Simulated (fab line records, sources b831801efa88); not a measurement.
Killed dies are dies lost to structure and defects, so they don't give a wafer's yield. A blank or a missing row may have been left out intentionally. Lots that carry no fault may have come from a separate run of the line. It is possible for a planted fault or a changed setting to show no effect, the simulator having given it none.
Which tool was responsible? -- flow gf180mcu -- 42 wafers from 14 lots sampled at 2 of the route's 602 steps

WHAT THE GAUGES READ, wafer by wafer
GF_NWELL_OVL_MEAS_07.
lot,measured,on,NWELL_OVL (nm)
L979,day 3 09:36,overlay-01,0.1 1.9 -1.8
L980,day 3 15:20,overlay-01,0.3 1.0 1.4
L981,day 3 17:43,overlay-01,1.7 1.3 2.4
L983,day 4 06:34,overlay-01,1.1 -0.2 -0.8
L986,day 4 21:14,overlay-01,-0.9 -1.7 -0.8
L987,day 5 02:48,overlay-01,-0.2 -1.1 0.9
L993,day 6 11:36,overlay-01,- - -
L995,day 6 22:47,overlay-01,1.5 1.3 -0.3
L996,day 7 04:33,overlay-01,- - -
L997,day 7 10:08,overlay-01,1.5 1.7 0.8
L998,day 7 15:27,overlay-01,-1.4 -1.6 -0.1
L100,day 8 01:40,overlay-01,-2.3 0.0 -0.2
L101,day 8 09:19,overlay-01,2.5 1.2 1.4
L102,day 8 13:37,overlay-01,2.6 1.3 1.8

WHICH TOOL RAN EACH LOT (tool, then ch and the chambers of the sampled wafers, then the start)
lot,GF_NWELL_DEVELOP_06
L979,"litho track-02 ch 0, day 3 09:00"
L980,"litho track-01 ch 0, day 3 15:00"
L981,"litho track-03 ch 0, day 3 17:00"
L983,"litho track-03 ch 0, day 4 06:00"
L986,"litho track-01 ch 0, day 4 21:00"
L987,"litho track-02 ch 0, day 5 02:00"
L993,"litho track-02 ch 0, day 6 11:00"
L995,"litho track-01 ch 0, day 6 22:00"
L996,"litho track-02 ch 0, day 7 04:00"
L997,"litho track-01 ch 0, day 7 10:00"
L998,"litho track-01 ch 0, day 7 15:00"
L100,"litho track-03 ch 0, day 8 01:00"
L101,"litho track-03 ch 0, day 8 09:00"
L102,"litho track-03 ch 0, day 8 13:00"
- GF_NWELL_DEVELOP_06: develop time 60 s.

AS READ BY THE TOOLS THEMSELVES (means over the sampled wafers that have a number; for cases with no such wafer, the mark the record gives instead)
The record holds no such reading with a usual standard deviation.

THE ANSWER, worked out from the rows above alone
Rule: what is usual is taken from the lots themselves. The widest of any qualifying gaps counts: lots, ordered by their means at a reading, are off when they make up no more than a third of the lots, leave a main group of 4 or more, and stand apart from it by 3 or more times the standard deviation of that group's means. Not used: any main group whose means are identical at the precision the tables above print for the reading. Also off: a lot with no number at a reading for which 4 or more lots have one. Where the step has rows for the other lots, those lots are counted as sound. The gauges are gone through in route order, then the tools' own readings, and for those a lot's mean is taken as printed above. At the first step where some lot is off, the reading lying furthest off is the one used; lots without a number count as furthest.
Off: L993, L996, at GF_NWELL_OVL_MEAS_07 (NWELL_OVL). Without a number there: L993, L996. Mean 0.5 nm and standard deviation 1.1 in the main group.
A tool fits if, at a process step before that reading, it ran every lot that is off, and no sound lot after the first of them. Those tools and the gauges at GF_NWELL_OVL_MEAS_07 are tried in the same way. One fits: GF_NWELL_DEVELOP_06 on litho track-02. A fault onset in the window from L987 (day 5 02:00, its last sound lot) to L993 (day 6 11:00, its first lot off) fits.

WHAT THE SIMULATOR HAD PUT IN
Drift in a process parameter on litho track-02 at GF_NWELL_DEVELOP_06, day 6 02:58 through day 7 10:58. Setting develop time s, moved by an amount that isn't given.
Shown lots that were struck: L993, L996. The rule above reached the same finding.
